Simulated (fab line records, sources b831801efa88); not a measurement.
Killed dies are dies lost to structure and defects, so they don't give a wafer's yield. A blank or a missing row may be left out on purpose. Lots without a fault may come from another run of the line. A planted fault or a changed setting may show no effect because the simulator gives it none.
Chamber matching | flow sfq_line | SFQ_TRILAYER_I6_VIA_ETCH_VIA_ETCH_172 on rie_diel-03: 4 sister chambers
The step etches SiO2 in CHF3, stops on Nb, target depth 260 nm. 4 wafers are shown with their chamber, then 7 later ones without.

WAFERS WITH THEIR CHAMBER
wafer  | chamber | oes_product_au (a.u.)
L897.2 | 0       | 0.853
L898.6 | 2       | 0.864
L901.2 | 1       | 0.851
L901.4 | 3       | 0.859

WAFERS WITHOUT THEIR CHAMBER
wafer  | oes_product_au (a.u.)
L901.6 | 0.856
L904.3 | 0.850
L904.4 | 0.863
L904.5 | 0.856
L910.1 | 0.863
L910.3 | 0.850
L910.4 | 0.862

WHICH CHAMBER EACH WENT THROUGH
wafer  | from the rows above          | in truth
L901.6 | can't be placed: 0 or 3 or 1 | 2
L904.3 | can't be placed: 1 or 0      | 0
L904.4 | can't be placed: 2 or 3      | 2
L904.5 | can't be placed: 0 or 3 or 1 | 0
L910.1 | can't be placed: 2 or 3      | 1
L910.3 | can't be placed: 1 or 0      | 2
L910.4 | can't be placed: 2 or 3      | 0
Placed correctly: 0 of 7. Can't be placed from these rows: 7 (the true chamber is among the candidates in 3). Placed wrongly: 0.
How it was worked out, from the rows above alone: a wafer's distance from a chamber is the root of the sum, over the readings, of the square of ((its reading less the chamber's mean) divided by the reading's scatter). The wafer belongs to the nearest chamber; if the next one is less than 2 further off, it can't be placed. A chamber's mean is the mean of its shown wafers. The scatter: with one shown wafer a chamber, the root of the mean of the squares of how far each hidden wafer lies from its nearest shown one.
